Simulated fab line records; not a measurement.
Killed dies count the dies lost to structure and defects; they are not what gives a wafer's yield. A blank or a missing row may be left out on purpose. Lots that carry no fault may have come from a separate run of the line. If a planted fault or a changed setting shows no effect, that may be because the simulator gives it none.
A struck lot beside a sound one + flow sky130 + 21 steps out of a route of 708
Sound: these wafers, L722.1, L722.2, L722.4. Struck: wafer L729.3; the same lot's L729.2 was not struck, so it is left out; see the end for the cause.
Per side, at each step with rows, come the tool, then ch with its chambers, and then its first start. Under that, the readings that differ: sound wafers + struck wafers + difference of the means + sigmas: that difference in standard deviations of wafers without a fault.
alike: readings whose means differ by less than 2 such deviations, and words and numbers that are the same on both sides. not compared: withheld readings, readings that some wafer has no value for, bounds like >300 that may hide the same value, and numbers for which the record gives no deviation and whose values overlap.
The two part at a step that has a row with sigmas, a row that says differs or no value, or rows on one side only. Numbers that don't overlap but have no deviation are shown without sigmas and don't part them. A reading that every wafer of one side lacks parts them only if that side has two wafers or more.

SKY_SD_N_RS_MEAS_17: a four-point-probe measurement.
  struck on film metro-02, day 30 14:03; sound on film metro-04, day 28 05:06
  alike: SD_P_RS
SKY_SD_N_RS_MEAS_18: a four-point-probe measurement.
  struck on film metro-02, day 30 14:10; sound on film metro-04, day 28 05:13
  alike: RES_XHIGH_RS
then, 2 steps without rows for these wafers: SKY_SALICIDE_CLEAN_00 (cleans in HF-last, time 30 s); SKY_LI_CONTACT_HDPCVD_00 (deposits PSG, target thk 930 nm, time 155 s).
SKY_LI_CONTACT_THK_MEAS_01:
  struck on film metro-03, day 30 14:23; sound on film metro-02, day 28 05:28
  alike: LI_CONTACT_HDPCVD_THK
SKY_LI_CONTACT_CMP_02: polishes PSG.
  sound on cmp-02 ch 0,1,2, day 28 05:31; struck on cmp-02 ch 1, day 30 14:26
  alike: edge zone pressure frac, head pressure psi, motor current A, slurry flow ml min, time to endpoint s
SKY_LI_CONTACT_BOW_MEAS_03:
  struck on film metro-02, day 30 14:46; sound on film metro-03, day 28 05:49
  alike: LI_CONTACT_BOW
then, 5 steps without rows for these wafers: SKY_LI_CONTACT_DEHYDRATE_04 (time 60 s); SKY_LI_CONTACT_HMDS_05 (prime time 60 s); SKY_LI_CONTACT_COAT_06 (resist thk 60 nm); SKY_LI_CONTACT_COAT_07 (resist thk 450 nm); SKY_LI_CONTACT_SOFTBAKE_08 (time 90 s).
SKY_LI_CONTACT_EXPOSE_09: exposes mask LICM1, target cd 170 nm.
  sound on krf scanner-01 ch 0, day 28 20:07; struck on krf scanner-02 ch 0, day 31 04:25
  alike: mask
then, 2 steps without rows for these wafers: SKY_LI_CONTACT_PEB_10; SKY_LI_CONTACT_DEVELOP_11 (develop time 60 s).
SKY_LI_CONTACT_CD_MEAS_12: the cd target is 170 nm.
  struck on cd sem-02, day 31 18:05; sound on cd sem-02, day 29 10:01
| reading    | sound             | struck | difference | sigmas |
|------------|-------------------|--------|------------|--------|
| cd nm (nm) | 169.0 170.9 167.6 | 151.0  | -18.2      | -11    |
SKY_LI_CONTACT_OVL_MEAS_13:
  struck on overlay-02, day 31 18:11; sound on overlay-01, day 29 10:08
  alike: LI_CONTACT_OVL
SKY_LI_CONTACT_ETCH_14: etches BARC in N2/H2, stops on SiO2, time 45.9 s, target depth 60 nm.
  sound on rie diel-04 ch 0,1,2, day 29 10:10; struck on rie diel-04 ch 3, day 31 18:13
| reading                     | sound           | struck | difference | sigmas |
|-----------------------------|-----------------|--------|------------|--------|
| model.LI_CONTACT.cd nm (nm) | 170 171.9 167.5 | 151.1  | -18.7      |        |
  alike: drypump motor current A, h2 flow sccm, oes product au, throttle valve pct
  not compared: rf hours counter h
SKY_LI_CONTACT_ETCH_15: etches PSG in C4F8/O2/Ar, stops on Si, target depth 600 nm.
  sound on rie diel-04 ch 0,1,2, day 29 10:13; struck on rie diel-04 ch 3, day 31 18:16
| reading                     | sound           | struck | difference | sigmas |
|-----------------------------|-----------------|--------|------------|--------|
| model.LI_CONTACT.cd nm (nm) | 170 172.1 166.8 | 151    | -19        |        |
  alike: oes product au
SKY_LI_CONTACT_STRIP_16: strips in O2/N2.
  sound on plasma asher-04 ch 0,1, day 29 10:17; struck on plasma asher-03 ch 0, day 31 18:21
  alike: drypump motor current A, oes product au, strip time to endpoint s
  not compared: rf hours counter h
-- record jumps: 16 days separate the struck wafers' starts on either side; left off in module LI_CONTACT, taken up again in module PAD_OPEN, whose first shown step is the route's number 708 --
SKY_PAD_OPEN_PROBE_99:
  struck on prober-02, day 47 19:44; sound on prober-02, day 46 01:33
| reading                                 | sound             | struck | difference | sigmas |
|-----------------------------------------|-------------------|--------|------------|--------|
| model.etest.licon pdiff.rc ohm          | 577 541.4 610.3   | 711.7  | +135.5     |        |
| model.etest.pfet g5v0d10v5.r on ohm um  | 4768 4686 4788    | 4993   | +246       |        |
| model.etest.pfet_01v8.r on ohm um       | 2976 2922 2950    | 3046   | +97        |        |
| model.etest.licon high po.rc ohm        | 346.6 347.3 377.9 | 393.3  | +36.0      |        |
| model.etest.nfet g5v0d10v5.r on ohm um  | 1884 1865 1887    | 1925   | +46        |        |
| model.etest.licon ndiff.rc ohm          | 187.2 175.3 187.8 | 211    | +28        |        |
| model.etest.sonos uncharged.r on ohm um | 835 790.3 814.9   | 850.3  | +36.9      |        |
| model.etest.licon poly.rc ohm           | 152.7 149.1 159.2 | 176.5  | +22.8      |        |

## WHERE THEY PART
At SKY_LI_CONTACT_CD_MEAS_12 and nowhere else, as far as this record goes. Later steps at which nothing parts them and some readings are alike: SKY_LI_CONTACT_OVL_MEAS_13, SKY_LI_CONTACT_ETCH_14, SKY_LI_CONTACT_ETCH_15, SKY_LI_CONTACT_STRIP_16.

WHY: what had been put in by the simulator
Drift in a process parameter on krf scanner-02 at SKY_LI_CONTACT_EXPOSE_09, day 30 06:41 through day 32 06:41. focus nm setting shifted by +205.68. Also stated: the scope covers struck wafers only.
